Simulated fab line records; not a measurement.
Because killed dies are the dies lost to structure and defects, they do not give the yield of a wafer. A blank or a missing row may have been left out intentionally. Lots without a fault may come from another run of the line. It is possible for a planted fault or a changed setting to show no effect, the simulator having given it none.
Problem report in the 8D (eight disciplines) form, filled by code :: flow sky130 :: the parts of the form that need people (team, actions taken, sign-off) are left out

## 1. THE PROBLEM
Wafers without a fault read 3000.2 rpm, standard deviation 1.8; spin_speed_rpm at SKY_VT_ADJUST_NCORE_COAT_02 reads a mean of 2847.9 rpm on 6 wafers belonging to 2 lots. That puts it -85 standard deviations away from the usual mean.
The step: resist thk 1140 nm.
Earliest sighting: wafer L609.2 on litho_track-01 at day 9 23:40. The record holds 36 wafers of 12 lots with a number at this step. Rule for "out" (also "out of limits"): further than 4 standard deviations from the usual mean. The rest of the wafers with a number are treated as sound.

## 2. WHAT IT IS, WHAT IT ISN'T
question: which readings at this step
is: spin_speed_rpm
is not: -

question: which lots
is: L609, L610
is not: L603, L604, L606, L608, L611, L619, L620, L621, L623, L626

question: which wafers of those lots
is: all that have a number
is not: -

question: read on which tools
is: litho_track-01
is not: litho_track-02, litho_track-04

question: when
is: from day 9 23:40
is not: up to then (12 sound wafers); but 18 sound wafers of L611, L619, L620, L621, L623, L626 came after

## 3. WHAT RULES OUT EACH SUSPECT
Counting: a tool stays on the suspect list if, at a process step up to the reading, it processed all lots that are out and no sound lot following the first of them.
- litho_track-01 at SKY_VT_ADJUST_NCORE_COAT_02 (resist thk 1140 nm): kept. Every lot that is out went through it, starting with L609 (day 9 23:40), and after that it ran no sound lot; the last sound lot it ran before then is L608 (day 9 15:28). Its own readings are out on those wafers: spin_speed_rpm.
Remaining after the count: litho_track-01 at SKY_VT_ADJUST_NCORE_COAT_02.

## 4. THE CAUSE (what the simulator had put in)
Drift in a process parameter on litho_track-01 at SKY_VT_ADJUST_NCORE_COAT_02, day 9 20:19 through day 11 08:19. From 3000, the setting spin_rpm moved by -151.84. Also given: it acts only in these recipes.
Only this tool survived the counting.

## 5. THE EFFECT CHAIN, in route order
One row per reading whose mean, taken over the struck wafers that have a number, lies over 3 standard deviations from the usual. Only readings for which the record gives a usual standard deviation are gone through. hours: the time from each lot's start at the first step in this table that gives one to its start at this step, as a median over the lots. sigmas: the change in usual standard deviations.
hours: 0
step: SKY_VT_ADJUST_NCORE_COAT_02
reading: spin_speed_rpm
usual: 3000.2 rpm
on struck wafers: 2847.9
change: -152.2
sigmas: -85

hours: 12
step: SKY_VT_ADJUST_NCORE_STRIP_10
reading: strip_time_to_endpoint_s
usual: 14.18 s
on struck wafers: 14.43
change: +0.25
sigmas: +5.9
The process steps in it:
- SKY_VT_ADJUST_NCORE_COAT_02: resist thk 1140 nm.
- SKY_VT_ADJUST_NCORE_STRIP_10: strips in O2/N2.
Later measuring or inspecting steps at which every struck wafer that the step has a row for has a number for every such reading, and none has moved that far: SKY_LDD_HVN_OVL_MEAS_07, SKY_SD_P_OVL_MEAS_08.

## 6. HOW IT WOULD HAVE BEEN CAUGHT EARLIER
In this record no reading fell out of limits until day 9 23:40, 3 hours after the fault had begun at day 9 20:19.
